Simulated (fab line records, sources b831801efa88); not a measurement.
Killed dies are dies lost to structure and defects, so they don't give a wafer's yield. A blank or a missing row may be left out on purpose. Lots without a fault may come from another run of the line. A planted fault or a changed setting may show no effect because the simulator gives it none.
Which tool did it? | flow gf180mcu | 6 lots, 18 wafers sampled, at 4 steps of a route of 602

WHAT THE GAUGES READ, wafer by wafer
GF_TOP_METAL_THK_MEAS_06: measures by xrf.
lot  | measured     | on            | TOP_METAL_ALCU_THK (nm)
L248 | day 27 14:20 | film_metro-02 | 885 885 876
L251 | day 28 10:28 | film_metro-02 | 866 861 869
L253 | day 28 23:35 | film_metro-02 | 865 869 868
L264 | day 32 02:01 | film_metro-03 | 861 871 866
L268 | day 32 21:48 | film_metro-04 | 882 890 881
L271 | day 33 17:31 | film_metro-03 | 882 888 881

WHICH TOOL RAN EACH LOT (tool, then ch and the chambers of the sampled wafers, then the start)
lot  | GF_MIM_SPUTTER_08            | GF_MIM_METAL_ETCH_19              | GF_V5_ETCH_16
L248 | pvd_sputter-03, day 24 19:22 | rie_metal-04 ch 0,1, day 25 16:59 | rie_diel-03 ch 1,2,3, day 27 12:35
L251 | pvd_sputter-02, day 25 18:41 | rie_metal-03 ch 0,1, day 26 15:14 | rie_diel-03 ch 2,3, day 28 08:44
L253 | pvd_sputter-03, day 26 02:56 | rie_metal-04 ch 0,1, day 26 23:18 | rie_diel-03 ch 0,1,2, day 28 21:49
L264 | pvd_sputter-01, day 29 18:04 | rie_metal-02 ch 0, day 30 11:29   | rie_diel-04 ch 0,1,3, day 31 23:50
L268 | pvd_sputter-03, day 30 15:50 | rie_metal-03 ch 1, day 31 09:20   | rie_diel-02 ch 1,2,3, day 32 20:02
L271 | pvd_sputter-03, day 31 12:03 | rie_metal-03 ch 0,1, day 32 05:14 | rie_diel-02 ch 2,3, day 33 15:34
- GF_MIM_SPUTTER_08: material AlCu, target thk 200 nm, time 10.6 s.
- GF_MIM_METAL_ETCH_19: etches the open film in Cl2/BCl3, stops on Si3N4, target depth 324.5 nm, time 54.1 s.
- GF_V5_ETCH_16: etches BARC in N2/H2.

THE ANSWER, worked out from the rows above alone
Rule: what is usual is taken from the lots themselves. Put in order of their means at a reading, lots are off if they are a third of the lots or fewer, leave a main group of 4 or more, and stand apart from it by a gap of 3 or more times the standard deviation of the main group's means; of several such gaps the widest counts. A main group whose means are all the same, to the digits that the tables above print for the reading, isn't used. A lot without any number at a reading at which 4 lots or more have one is off too. The other lots that the step has rows for count as sound.
No lot is off at any reading shown: from this, nothing can be told.

WHAT THE SIMULATOR HAD PUT IN
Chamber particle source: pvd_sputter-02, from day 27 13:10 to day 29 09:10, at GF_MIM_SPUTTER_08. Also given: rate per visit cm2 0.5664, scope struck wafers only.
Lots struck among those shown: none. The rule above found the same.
